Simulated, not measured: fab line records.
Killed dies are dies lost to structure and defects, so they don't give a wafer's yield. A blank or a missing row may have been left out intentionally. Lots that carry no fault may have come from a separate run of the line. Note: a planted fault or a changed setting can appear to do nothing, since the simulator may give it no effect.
Which of the tools did it? || flow gf180mcu || Sampling: 6 lots, 18 wafers, 2 of 602 route steps

== WHAT THE GAUGES SHOWED, per wafer ==
GF_MVPSD_OVL_MEAS_07.
{"lot": "L135", "measured": "day 5 08:55", "on": "overlay-02", "MVPSD_OVL (nm)": "-2.2 0.3 -0.8"}
{"lot": "L137", "measured": "day 5 21:24", "on": "overlay-02", "MVPSD_OVL (nm)": "2.4 -0.4 0.4"}
{"lot": "L139", "measured": "day 6 06:49", "on": "overlay-01", "MVPSD_OVL (nm)": "-0.5 -0.7 -0.5"}
{"lot": "L143", "measured": "day 7 10:31", "on": "overlay-01", "MVPSD_OVL (nm)": "-1.8 -3.7 -1.3"}
{"lot": "L145", "measured": "day 7 15:19", "on": "overlay-01", "MVPSD_OVL (nm)": "-3.0 -3.3 -1.5"}
{"lot": "L154", "measured": "day 10 00:03", "on": "overlay-01", "MVPSD_OVL (nm)": "2.5 2.5 0.9"}

== EACH LOT AND THE TOOL THAT RAN IT (in order: tool; ch and the chambers of the sampled wafers; start) ==
{"lot": "L135", "GF_MVPSD_EXPOSE_04": "iline-stepper-01 ch 0, day 5 02:05"}
{"lot": "L137", "GF_MVPSD_EXPOSE_04": "iline-stepper-02 ch 0, day 5 14:18"}
{"lot": "L139", "GF_MVPSD_EXPOSE_04": "iline-stepper-01 ch 0, day 5 23:55"}
{"lot": "L143", "GF_MVPSD_EXPOSE_04": "iline-stepper-02 ch 0, day 7 02:53"}
{"lot": "L145", "GF_MVPSD_EXPOSE_04": "iline-stepper-02 ch 0, day 7 07:56"}
{"lot": "L154", "GF_MVPSD_EXPOSE_04": "iline-stepper-02 ch 0, day 9 15:31"}
- GF_MVPSD_EXPOSE_04: exposes mask MVPSD, target cd 1000 nm.

== THE ANSWER, worked out from the rows above alone ==
Rule: the lots themselves supply what counts as usual. Put in order of their means at a reading, lots are off if they are a third of the lots or fewer, leave a main group of 4 or more, and stand apart from it by a gap of 3 or more times the standard deviation of the main group's means; of several such gaps the widest counts. Not used: any main group whose means are identical at the precision the tables above print for the reading. A lot without any number at a reading at which 4 lots or more have one is off too. All remaining lots with rows at the step are treated as sound.
Across all readings shown, no lot is off: no conclusion can be drawn from this.

== WHAT THE SIMULATOR HAD INSERTED ==
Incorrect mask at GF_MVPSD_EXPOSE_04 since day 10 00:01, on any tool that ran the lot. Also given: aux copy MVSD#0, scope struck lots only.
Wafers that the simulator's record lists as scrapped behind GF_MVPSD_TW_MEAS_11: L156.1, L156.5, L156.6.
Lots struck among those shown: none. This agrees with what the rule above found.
